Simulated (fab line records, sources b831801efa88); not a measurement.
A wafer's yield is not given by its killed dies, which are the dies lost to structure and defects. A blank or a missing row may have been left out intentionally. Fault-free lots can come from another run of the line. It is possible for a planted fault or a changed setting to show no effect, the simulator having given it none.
What tool caused it? ; flow sky130 ; Sampling: 13 lots, 39 wafers, 3 of 708 route steps

WHAT THE GAUGES SHOWED, per wafer
SKY_FIELD_ISO_THK_MEAS_25. Usual: FIELD_ISO_CVD_24_THK gives 592 nm (standard deviation 5.6).
lot;measured;on;FIELD_ISO_CVD_24_THK (nm);flag
L625;day 2 15:43;film metro-01;581 593 600;
L627;day 3 00:48;film metro-01;589 591 586;
L630;day 3 18:10;film metro-04;592 586 586;
L631;day 3 22:29;film metro-03;599 591 595;
L632;day 4 02:02;film metro-01;596 592 594;
L636;day 4 22:14;film metro-01;604 591 593;
L637;day 5 04:21;film metro-04;588 586 603;
L639;day 5 14:10;film metro-04;594 584 593;
L643;day 6 13:10;film metro-03;595 594 594;
L644;day 6 17:14;film metro-01;597 590 590;
L645;day 7 00:04;film metro-04;596 588 584;
L646;day 7 07:11;film metro-04;596 598 596;
L647;day 7 15:25;film metro-01;587 590 580;

SKY_NWELL_RS_MEAS_31: a four-point-probe measurement. Usual: PWDE_RS gives 5274 ohm/sq (standard deviation 18).
lot;measured;on;PWDE_RS (ohm/sq);flag
L625;day 5 19:28;film metro-02;5292 5288 5282;
L627;day 6 02:44;film metro-04;5269 5274 5266;
L630;day 7 00:59;film metro-04;5257 5268 5259;
L631;day 7 05:58;film metro-01;5289 5283 5283;
L632;day 7 10:25;film metro-01;5285 5266 5264;
L636;day 8 07:10;film metro-01;5293 5279 5278;
L637;day 8 15:28;film metro-02;5248 5244 5253;
L639;day 9 00:14;film metro-01;5287 5293 5304;
L643;day 10 09:08;film metro-02;5265 5268 5272;
L644;day 10 10:34;film metro-01;5293 5290 5289;
L645;day 11 06:10;film metro-04;5299 5283 5279;
L646;day 11 09:42;film metro-04;5237 5238 5251;
L647;day 11 13:34;film metro-01;5289 5277 5287;

WHICH TOOL RAN EACH LOT (tool, then ch and the chambers of the sampled wafers, then the start)
lot;SKY_NWELL_IMPLANT_12
L625;implanter-01 ch 0, day 5 00:11
L627;implanter-01 ch 0, day 5 07:55
L630;implanter-04 ch 0, day 6 05:16
L631;implanter-01 ch 0, day 6 09:59
L632;implanter-04 ch 0, day 6 13:50
L636;implanter-04 ch 0, day 7 10:53
L637;implanter-01 ch 0, day 7 19:25
L639;implanter-02 ch 0, day 8 03:49
L643;implanter-02 ch 0, day 9 09:55
L644;implanter-01 ch 0, day 9 11:11
L645;implanter-02 ch 0, day 10 05:47
L646;implanter-01 ch 0, day 10 08:46
L647;implanter-04 ch 0, day 10 13:55
- SKY_NWELL_IMPLANT_12

WHAT THE TOOLS THEMSELVES READ (means of the sampled wafers that have a number; where no wafer has one, the mark that the record gives instead)
SKY_NWELL_IMPLANT_12. Usual: beam on s 10.01 s, standard deviation 0.21; dose ions cm2 1.3e+12, standard deviation 1.2e+09; faraday current uA 7.32, standard deviation 0.15.
lot;tool;beam on s (s);dose ions cm2;faraday current uA;flag
L625;implanter-01;9.96;1.3e+12;7.37;
L627;implanter-01;10.03;1.3e+12;7.30;
L630;implanter-04;9.67;1.3e+12;7.54;
L631;implanter-01;10.18;1.3e+12;7.21;
L632;implanter-04;9.98;1.4e+12;7.75;OFF
L636;implanter-04;10.02;1.4e+12;7.69;OFF
L637;implanter-01;9.89;1.3e+12;7.42;
L639;implanter-02;10.21;1.3e+12;7.19;
L643;implanter-02;10.18;1.3e+12;7.21;
L644;implanter-01;9.92;1.3e+12;7.38;
L645;implanter-02;9.96;1.3e+12;7.33;
L646;implanter-01;10.38;1.3e+12;7.05;
L647;implanter-04;10.19;1.3e+12;7.18;

THE ANSWER, worked out from the rows above alone
Rule: take the mean of a lot's wafers that have a number; if it is more than 3 standard deviations from the usual mean, the lot is off. Also off: a lot with no number at a reading for which 4 or more lots have one. Where the step has rows for the other lots, those lots are counted as sound. First the gauges in route order, then the tools' own readings, where a lot's mean is used as printed above. At the first step where some lot is off, the reading lying furthest off is the one used; lots without a number count as furthest.
Off: L632, L636, at SKY_NWELL_IMPLANT_12 (dose ions cm2).
If a tool, at that step or one of the process steps before it, ran each lot that is off and ran no sound lot following the first of them, it fits. No candidate that was tried fits.

WHAT WAS PUT IN BY THE SIMULATOR
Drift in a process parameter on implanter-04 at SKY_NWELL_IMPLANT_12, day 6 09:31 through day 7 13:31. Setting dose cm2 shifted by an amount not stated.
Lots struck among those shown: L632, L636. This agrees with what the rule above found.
